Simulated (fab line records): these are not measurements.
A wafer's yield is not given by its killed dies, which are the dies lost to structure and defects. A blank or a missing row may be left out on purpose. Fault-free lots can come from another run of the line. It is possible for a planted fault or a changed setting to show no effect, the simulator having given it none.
Which tool is to blame?    flow gf180mcu    14 lots, 42 wafers sampled, at 5 steps of a route of 602

== WHAT THE GAUGES SHOWED, per wafer ==
GF_V1_RS_MEAS_24: uses a four-point probe to measure.
lot   measured      on             V1_W_RS (ohm/sq)
L958  day 18 14:07  film metro-04  0.3246 0.3251 0.3263
L959  day 18 23:32  film metro-04  0.3293 0.3273 0.3281
L961  day 19 16:33  film metro-02  0.3284 0.3233 0.3264
L962  day 20 06:37  film metro-04  0.3297 0.3273 0.3285
L964  day 21 00:25  film metro-03  0.3269 0.3245 0.3231
L970  day 23 03:10  film metro-04  0.3232 0.3305 0.3266
L971  day 23 07:08  film metro-04  0.3223 0.3243 0.3293
L972  day 23 19:56  film metro-04  0.3289 0.3263 0.3321
L973  day 23 23:49  film metro-03  0.3217 0.3244 0.3225
L974  day 24 07:53  film metro-03  0.3217 0.3250 0.3246
L976  day 24 23:55  film metro-04  0.3271 0.3236 0.3255
L978  day 25 17:26  film metro-02  0.3283 0.3269 0.3253
L979  day 25 23:44  film metro-04  0.3290 0.3308 0.3297
L980  day 26 07:58  film metro-02  0.3342 0.3280 0.3336

GF_M3_THK_MEAS_06: measures by xrf.
lot   measured      on             M3_ALCU_THK (nm)
L958  day 20 18:08  film metro-01  438 436 438
L959  day 21 03:50  film metro-04  438 438 438
L961  day 21 20:25  film metro-04  482 482 487
L962  day 22 09:49  film metro-04  493 489 494
L964  day 23 02:07  film metro-03  450 448 447
L970  day 25 03:29  film metro-04  436 437 446
L971  day 25 06:34  film metro-04  432 430 430
L972  day 25 19:05  film metro-04  437 434 435
L973  day 25 22:56  film metro-04  434 437 437
L974  day 26 06:44  film metro-03  433 434 436
L976  day 26 21:47  film metro-04  433 432 436
L978  day 27 13:25  film metro-04  435 435 435
L979  day 27 19:37  film metro-04  443 443 437
L980  day 28 03:11  film metro-04  435 442 441

== WHAT TOOL EACH LOT RAN ON (gives the tool, then ch and the chambers of the sampled wafers, and finally the start) ==
lot   GF_CONTACT_SPUTTER_23         GF_V2_CMP_26                   GF_M3_SPUTTER_04
L958  pvd sputter-04, day 16 11:50  cmp-01 ch 0,1,3, day 20 17:30  pvd sputter-03, day 20 17:59
L959  pvd sputter-02, day 16 21:22  cmp-01 ch 0,2,3, day 21 03:12  pvd sputter-01, day 21 03:41
L961  pvd sputter-02, day 17 13:04  cmp-01 ch 0,1, day 21 19:50    pvd sputter-04, day 21 20:16
L962  pvd sputter-04, day 18 02:53  cmp-01 ch 0,2, day 22 09:09    pvd sputter-01, day 22 09:38
L964  pvd sputter-04, day 18 21:29  cmp-02 ch 2,3, day 23 01:27    pvd sputter-04, day 23 01:56
L970  pvd sputter-02, day 21 01:07  cmp-02 ch 0,1,3, day 25 02:50  pvd sputter-01, day 25 03:19
L971  pvd sputter-02, day 21 04:32  cmp-02 ch 1,3, day 25 05:55    pvd sputter-01, day 25 06:24
L972  pvd sputter-04, day 21 19:07  cmp-02 ch 2,3, day 25 18:27    pvd sputter-01, day 25 18:56
L973  pvd sputter-02, day 21 21:10  cmp-01 ch 2,3, day 25 22:21    pvd sputter-01, day 25 22:47
L974  pvd sputter-04, day 22 07:52  cmp-02 ch 2,3, day 26 06:06    pvd sputter-04, day 26 06:35
L976  pvd sputter-03, day 23 00:34  cmp-02 ch 2,3, day 26 21:08    pvd sputter-01, day 26 21:37
L978  pvd sputter-04, day 23 18:16  cmp-02 ch 1,3, day 27 12:46    pvd sputter-03, day 27 13:15
L979  pvd sputter-02, day 24 01:28  cmp-01 ch 0,1,2, day 27 19:02  pvd sputter-04, day 27 19:28
L980  pvd sputter-02, day 24 10:26  cmp-01 ch 1,3, day 28 02:33    pvd sputter-03, day 28 03:02
- GF_CONTACT_SPUTTER_23: material TiN, target thk 10 nm, time 40 s.
- GF_V2_CMP_26: polishes, stops on SiO2, t overpolish 15 s, target thk 0 nm.
- GF_M3_SPUTTER_04: material TiN, target thk 50 nm, time 41.7 s.

== AS READ BY THE TOOLS THEMSELVES (means over the sampled wafers that have a number; for cases with no such wafer, the mark the record gives instead) ==
GF_CONTACT_SPUTTER_23.
lot   tool            cathode dc power W (W)  chamber pressure pa (Pa)  throttle valve pct (%)
L958  pvd sputter-04  4000.4                  5.002                     30.4
L959  pvd sputter-02  4000.0                  4.999                     30.6
L961  pvd sputter-02  3999.5                  5.004                     30.2
L962  pvd sputter-04  4000.5                  4.993                     29.7
L964  pvd sputter-04  4000.6                  4.999                     29.1
L970  pvd sputter-02  4000.3                  5.006                     30.7
L971  pvd sputter-02  4000.2                  5.007                     30.5
L972  pvd sputter-04  3999.5                  5.002                     29.7
L973  pvd sputter-02  4000.2                  4.998                     30.6
L974  pvd sputter-04  3999.4                  4.992                     29.2
L976  pvd sputter-03  3999.7                  5.007                     30.5
L978  pvd sputter-04  3999.7                  5.000                     29.7
L979  pvd sputter-02  4000.1                  4.995                     30.6
L980  pvd sputter-02  4000.4                  4.989                     30.3

GF_V2_CMP_26.
lot   tool    motor current A (A)  overpolish run s (s)  time to endpoint s (s)
L958  cmp-01  10.3                 15.001                83.0
L959  cmp-01  10.4                 14.999                83.7
L961  cmp-01  10.6                 15.001                83.9
L962  cmp-01  10.4                 15.001                79.5
L964  cmp-02  12.3                 15.005                80.3
L970  cmp-02  11.2                 14.990                81.8
L971  cmp-02  12.4                 15.008                81.4
L972  cmp-02  12.4                 15.002                79.9
L973  cmp-01  10.9                 15.003                85.8
L974  cmp-02  12.4                 15.003                78.2
L976  cmp-02  12.9                 15.002                81.9
L978  cmp-02  12.8                 14.997                80.1
L979  cmp-01  10.3                 15.004                82.9
L980  cmp-01  10.3                 15.001                84.3

GF_M3_SPUTTER_04.
lot   tool            cathode dc power W (W)  chamber pressure pa (Pa)  throttle valve pct (%)
L958  pvd sputter-03  6499.8                  0.3999                    30.3
L959  pvd sputter-01  6501.1                  0.3998                    29.8
L961  pvd sputter-04  -                       -                         -
L962  pvd sputter-01  -                       -                         -
L964  pvd sputter-04  6499.3                  0.4007                    30.3
L970  pvd sputter-01  6499.7                  0.3996                    29.8
L971  pvd sputter-01  6500.1                  0.3997                    29.6
L972  pvd sputter-01  6500.9                  0.4000                    29.7
L973  pvd sputter-01  6501.5                  0.4002                    29.8
L974  pvd sputter-04  6499.5                  0.3993                    30.2
L976  pvd sputter-01  6499.2                  0.3993                    29.8
L978  pvd sputter-03  6501.0                  0.3998                    31.4
L979  pvd sputter-04  6500.4                  0.4005                    30.2
L980  pvd sputter-03  6500.3                  0.4004                    30.4

== THE ANSWER, worked out from the rows above alone ==
Rule: the lots themselves supply what counts as usual. Put in order of their means at a reading, lots are off if they are a third of the lots or fewer, leave a main group of 4 or more, and stand apart from it by a gap of 3 or more times the standard deviation of the main group's means; of several such gaps the widest counts. If all means in a main group match to the digits the tables above print for the reading, that group is not used. Also off: a lot with no number at a reading for which 4 or more lots have one. Any other lot the step has rows for is counted as sound. Order of review: gauges by route order, followed by the tools' own readings, for which a lot's mean as printed above is used. The first step at which some lot is off is used, and at that step the reading that is off furthest; a lot without a number counts as furthest.
Off: L961, L962, at GF_M3_THK_MEAS_06 (M3_ALCU_THK). Main group: mean 437 nm, sd 4.3.
If a tool, at a process step before that reading, ran all the lots that are off and no sound lot after the first of them, it fits. Not tried: the gauges at GF_M3_THK_MEAS_06; whatever is off there is also off at GF_M3_SPUTTER_04, on other tools, and gauge error can't account for it. Not one of the candidates tried fits.

== WHAT THE SIMULATOR HAD INSERTED ==
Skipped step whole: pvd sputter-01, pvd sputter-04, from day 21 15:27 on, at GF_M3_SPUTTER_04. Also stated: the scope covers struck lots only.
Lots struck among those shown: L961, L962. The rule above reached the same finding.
